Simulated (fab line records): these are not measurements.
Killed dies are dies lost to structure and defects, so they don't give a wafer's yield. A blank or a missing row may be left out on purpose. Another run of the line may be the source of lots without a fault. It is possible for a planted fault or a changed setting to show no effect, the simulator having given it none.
Comparing a struck lot with a sound one | flow sky130 | 15 steps out of a route of 708
Sound: wafers L567.3, L567.5, L567.6. The struck wafers were L566.4, L566.5, L566.6. The cause is given at the end.
Order at every step that has rows: each side's tool, ch and its chambers, its first start. Under that, the readings that differ: sound wafers | struck wafers | difference of the means | sigmas: that difference in standard deviations of wafers without a fault.
alike: readings whose means differ by less than 2 such deviations, and words and numbers that are the same on both sides. not compared: withheld readings, readings that some wafer has no value for, bounds like >300 that may hide the same value, and numbers for which the record gives no deviation and whose values overlap.
The two part at a step that has a row with sigmas, a row that says differs or no value, or rows on one side only. Numbers that don't overlap but have no deviation are shown without sigmas and don't part them. Lack of a reading on every wafer of one side parts them only where that side has two or more wafers.

first, 4 steps without rows for these wafers: SKY_LI_CONTACT_SOFTBAKE_08 (time 90 s); SKY_LI_CONTACT_EXPOSE_09 (exposes mask LICM1, target cd 170 nm); SKY_LI_CONTACT_PEB_10; SKY_LI_CONTACT_DEVELOP_11 (develop time 60 s).
SKY_LI_CONTACT_CD_MEAS_12: target cd 170 nm.
  sound on cd sem-02 at day 34 20:32; struck on cd sem-01 at day 34 15:21
  alike: cd nm
SKY_LI_CONTACT_OVL_MEAS_13:
  sound on overlay-01 at day 34 20:38; struck on overlay-01 at day 34 15:25
  alike: LI_CONTACT_OVL
SKY_LI_CONTACT_ETCH_14: etches BARC in N2/H2, stops on SiO2, time 45.9 s, target depth 60 nm.
  sound on rie diel-02 ch 0,2, day 34 20:40; struck on rie diel-02 ch 0,1,2, day 34 15:28
  reading               | sound             | struck            | difference | sigmas
  oes product au (a.u.) | 0.850 0.847 0.851 | 0.862 0.862 0.858 | +0.011     | +3
  alike: drypump motor current A, throttle valve pct
  not compared: rf hours counter h
SKY_LI_CONTACT_ETCH_15: etches PSG in C4F8/O2/Ar, stops on Si, target depth 600 nm.
  sound on rie diel-02 ch 0,2, day 34 20:42; struck on rie diel-02 ch 0,1,2, day 34 15:32
  alike: oes product au
SKY_LI_CONTACT_STRIP_16: strips in O2/N2.
  sound on plasma asher-04 ch 0,1, day 34 20:49; struck on plasma asher-01 ch 0,1, day 34 15:36
  alike: drypump motor current A, oes product au, strip time to endpoint s
  not compared: rf hours counter h
then, 2 steps without rows for these wafers: SKY_LI_CONTACT_CLEAN_17 (cleans in NMP, time 600 s); SKY_LI_CONTACT_PRE_CLEAN_18 (time 5.6 s).
SKY_LI_CONTACT_SPUTTER_19: material Ti, target thk 20 nm, time 106.37 s.
  sound on pvd sputter-04 at day 34 21:06; struck on pvd sputter-01 at day 34 15:52
  alike: throttle valve pct
SKY_LI_CONTACT_SPUTTER_20: material TiN, target thk 20 nm, time 80 s.
  sound on pvd sputter-04 at day 34 21:10; struck on pvd sputter-01 at day 34 15:56
  reading                                        | sound             | struck           | difference | sigmas
  model.TiN_of_LI_CONTACT_SPUTTER_20.thk nm (nm) | 19.61 19.88 20.01 | 25.8 25.77 25.82 | +6.0       |
  alike: throttle valve pct
SKY_LI_CONTACT_CVD_21: deposits W, target thk 400 nm, time 120.56 s.
  sound on cvd w-01 ch 0,1, day 34 21:16; struck on cvd w-02 ch 0,1, day 34 16:02
  alike: chamber pressure Torr, heater power w
after that, 1 step had no rows for these wafers: SKY_PAD_OPEN_PROBE_99.

== WHERE THEY PART ==
Only at SKY_LI_CONTACT_ETCH_14, within this record. Later steps at which nothing parts them and some readings are alike: SKY_LI_CONTACT_ETCH_15, SKY_LI_CONTACT_STRIP_16, SKY_LI_CONTACT_SPUTTER_19, SKY_LI_CONTACT_SPUTTER_20, SKY_LI_CONTACT_CVD_21.

WHY: the cause the simulator had injected
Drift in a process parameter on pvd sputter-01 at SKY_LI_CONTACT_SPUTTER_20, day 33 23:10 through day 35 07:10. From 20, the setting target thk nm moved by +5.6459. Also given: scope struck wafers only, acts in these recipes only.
